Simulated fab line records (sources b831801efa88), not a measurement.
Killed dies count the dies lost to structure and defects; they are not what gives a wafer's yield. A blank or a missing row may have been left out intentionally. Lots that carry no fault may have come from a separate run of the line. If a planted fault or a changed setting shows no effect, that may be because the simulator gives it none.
A struck lot beside a sound one    flow gf180mcu    17 out of 602 route steps
Sound: these wafers, L199.1, L199.4, L199.5. The struck wafers were L208.1, L208.3, L208.5. The cause comes at the end.
Each step with rows lists, per side, the tool, then ch with its chambers, then its first start. Under that, the readings that differ: sound wafers    struck wafers    difference of the means    sigmas: that difference in standard deviations of wafers without a fault.
alike: words and numbers the same on both sides, and readings whose means are apart by under 2 such deviations; not compared: readings that were withheld, readings missing a value for some wafer, numbers with overlapping values and no deviation given by the record, and bounds like >300 which may hide the same value.
A row with sigmas, a row that says differs or no value, or rows on one side alone: a step with any of these is where the two part. Numbers that don't overlap but have no deviation are shown without sigmas and don't part them. A reading missing from all wafers of one side parts the sides only when that side holds two or more wafers.

first, 6 steps without rows for these wafers: GF_PSD_HMDS_01 (prime time 60 s); GF_PSD_COAT_02 (resist thk 1000 nm); GF_PSD_SOFTBAKE_03 (time 60 s); GF_PSD_EXPOSE_04 (exposes mask Pplus, target cd 400 nm); GF_PSD_PEB_05; GF_PSD_DEVELOP_06 (develop time 60 s).
GF_PSD_CD_MEAS_07: target cd 400 nm.
  sound on cd_sem-02, day 15 04:23; struck on cd_sem-02, day 18 11:40
  alike: cd_nm
GF_PSD_OVL_MEAS_08:
  sound on overlay-01, day 15 04:31; struck on overlay-02, day 18 11:47
  alike: PSD_OVL
following that, these wafers have no rows for 1 step: GF_PSD_IMPLANT_09.
GF_PSD_STRIP_10: strips in O2/N2.
  sound on plasma_asher-04 ch 0,1, day 15 04:41; struck on plasma_asher-03 ch 0,1, day 18 11:58
  alike: drypump_motor_current_A, heater_power_w, o2_flow_sccm, oes_product_au, strip_time_to_endpoint_s
  not compared: rf_hours_counter_h
GF_PSD_TW_MEAS_11:
  sound on film_metro-03, day 15 04:47; struck on film_metro-04, day 18 12:04
  alike: PSD_TW
then, 1 step without rows for these wafers: GF_PSD_CLEAN_12 (cleans in SC1/SC2, time 150 s).
GF_PSD_RTA_13: time 20 s.
  sound on rtp_anneal-01 ch 0, day 15 04:58; struck on rtp_anneal-02 ch 0, day 18 12:11
reading             sound              struck             difference  sigmas
lamp_power_pct (%)  36.3 36.3 36.3     38.6 38.5 38.5     +2.2        +2
run_length_s (s)    48.92 48.47 48.72  65.85 65.43 65.40  +16.86      +62
  alike: wafer_temp_C_max
GF_PSD_RS_MEAS_14: uses a four-point probe to measure.
  sound on film_metro-04, day 15 05:03; struck on film_metro-03, day 18 12:34
reading          sound              struck             difference  sigmas
NSD_RS (ohm/sq)  46.26 46.22 46.22  42.76 42.89 42.98  -3.36       -47
  not compared: hold
GF_PSD_RS_MEAS_15: uses a four-point probe to measure.
  the record holds rows for the sound wafers here (film_metro-04, day 15 05:10) but none for the struck ones
GF_SAB_CVD_00: deposits SiO2 from TEOS, target thk 50 nm, time 4.9302 s.
  the record has rows for the sound wafers here (pecvd-03 ch 0,1,2, day 15 05:17) and none for the struck ones
GF_PASSIVATION_PROBE_99:
  the record holds rows for the sound wafers here (prober-01, day 30 04:08) but none for the struck ones

WHERE THEY PART
First at GF_PSD_RTA_13; last, within this record, at GF_PASSIVATION_PROBE_99.

WHY: the cause the simulator had injected
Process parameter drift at GF_PSD_RTA_13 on rtp_anneal-02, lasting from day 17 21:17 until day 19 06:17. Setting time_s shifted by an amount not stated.
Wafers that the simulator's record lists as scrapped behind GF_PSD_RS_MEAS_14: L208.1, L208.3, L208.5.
